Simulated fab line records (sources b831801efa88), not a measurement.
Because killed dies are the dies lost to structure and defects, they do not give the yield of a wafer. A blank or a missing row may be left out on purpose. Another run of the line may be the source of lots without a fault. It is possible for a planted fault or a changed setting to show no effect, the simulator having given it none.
Chamber matching ; flow gf180mcu ; rie_diel-04 running GF_SAB_ETCH_11: 4 sister chambers
The step etches SiO2 in C4F8/O2/Ar, target depth 55 nm, time 8.5 s. 18 wafers are shown with their chamber, then 9 later ones without.

== EACH WAFER AND ITS CHAMBER ==
wafer;chamber;oes_product_au (a.u.)
L904.3;3;1.000
L904.4;2;0.986
L904.5;1;0.982
L905.1;1;0.987
L905.2;3;1.000
L905.4;2;0.993
L906.1;2;0.996
L906.3;3;0.999
L906.4;0;1.000
L912.1;2;0.980
L912.3;1;0.989
L912.5;2;0.981
L913.1;1;0.988
L913.2;2;0.980
L913.6;2;0.992
L915.1;2;0.980
L915.4;1;0.992
L915.6;3;1.009

SIGNATURES, as means of the wafers listed above
reading;chamber 0;chamber 1;chamber 2;chamber 3;scatter within a chamber
oes_product_au;1.00000;0.98760;0.98600;1.00200;0.00559
Rule: a wafer lies at a distance from a chamber equal to the root of the sum of squares, over the readings, of (its reading less the chamber's mean, divided by the reading's scatter). The wafer belongs to the nearest chamber; if the next one is less than 2 further off, it can't be placed. How the scatter is found: for the shown wafers, subtract from each reading the mean of its chamber, square and add these, divide the total by (wafers less chambers), then take the root.

== WAFERS WHOSE CHAMBER IS MISSING ==
wafer;oes_product_au (a.u.)
L922.1;0.978
L922.5;0.977
L922.6;1.001
L925.3;0.996
L925.4;1.007
L925.6;1.000
L926.1;0.998
L926.4;0.988
L926.5;1.005

== WHICH CHAMBER EACH ONE RAN IN ==
wafer;from the rows above;in truth
L922.1;can't be placed: 2 or 1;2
L922.5;can't be placed: 2 or 1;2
L922.6;can't be placed: 0 or 3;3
L925.3;can't be placed: 0 or 3 or 1 or 2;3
L925.4;can't be placed: 3 or 0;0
L925.6;can't be placed: 0 or 3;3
L926.1;can't be placed: 0 or 3 or 1 or 2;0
L926.4;can't be placed: 1 or 2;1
L926.5;can't be placed: 3 or 0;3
0 of 9 placed correctly. From these rows, 9 cannot be placed; in 9 the true chamber is one of the candidates. Wrongly placed: 0.
